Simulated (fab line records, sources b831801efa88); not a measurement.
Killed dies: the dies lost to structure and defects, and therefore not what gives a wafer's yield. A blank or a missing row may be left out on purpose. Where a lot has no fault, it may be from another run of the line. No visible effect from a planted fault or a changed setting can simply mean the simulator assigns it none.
Matching of chambers + flow sky130 + rie diel-04 running SKY_POLY_GATE_ETCH_16: 4 sister chambers
The step etches Si3N4 in CH3F/O2, stops on poly-Si, time 147.5 s, target depth 75 nm. 4 wafers are shown with their chamber, then 9 later ones without.

== WAFERS WITH THEIR CHAMBER ==
| wafer  | chamber | throttle valve pct (%) |
|--------|---------|------------------------|
| L091.4 | 2       | 10.536                 |
| L093.1 | 3       | 10.532                 |
| L093.2 | 0       | 10.541                 |
| L093.6 | 1       | 10.530                 |

== WAFERS MISSING THEIR CHAMBER ==
| wafer  | throttle valve pct (%) |
|--------|------------------------|
| L094.1 | 10.538                 |
| L094.3 | 10.519                 |
| L094.6 | 10.551                 |
| L096.3 | 10.538                 |
| L096.5 | 10.537                 |
| L096.6 | 10.550                 |
| L097.1 | 10.532                 |
| L097.2 | 10.522                 |
| L097.5 | 10.538                 |

== EACH ONE'S CHAMBER ==
| wafer  | from the rows above               | in truth |
|--------|-----------------------------------|----------|
| L094.1 | can't be placed: 2 or 0 or 3 or 1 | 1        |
| L094.3 | can't be placed: 1 or 3 or 2 or 0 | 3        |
| L094.6 | can't be placed: 0 or 2 or 3 or 1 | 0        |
| L096.3 | can't be placed: 2 or 0 or 3 or 1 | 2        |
| L096.5 | can't be placed: 2 or 0 or 3 or 1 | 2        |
| L096.6 | can't be placed: 0 or 2 or 3 or 1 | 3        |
| L097.1 | can't be placed: 3 or 1 or 2 or 0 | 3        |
| L097.2 | can't be placed: 1 or 3 or 2 or 0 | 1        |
| L097.5 | can't be placed: 2 or 0 or 3 or 1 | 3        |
Placed correctly: 0 of 9. From these rows, 9 cannot be placed; in 9 the true chamber is one of the candidates. Wrongly placed: 0.
How it was worked out, from the rows above alone: a wafer's distance from a chamber is the root of the sum, over the readings, of the square of ((its reading less the chamber's mean) divided by the reading's scatter). The wafer belongs to the nearest chamber; if the next one is less than 2 further off, it can't be placed. Each chamber's mean is taken over the wafers shown for it. The scatter: with one shown wafer a chamber, the root of the mean of the squares of how far each hidden wafer lies from its nearest shown one.
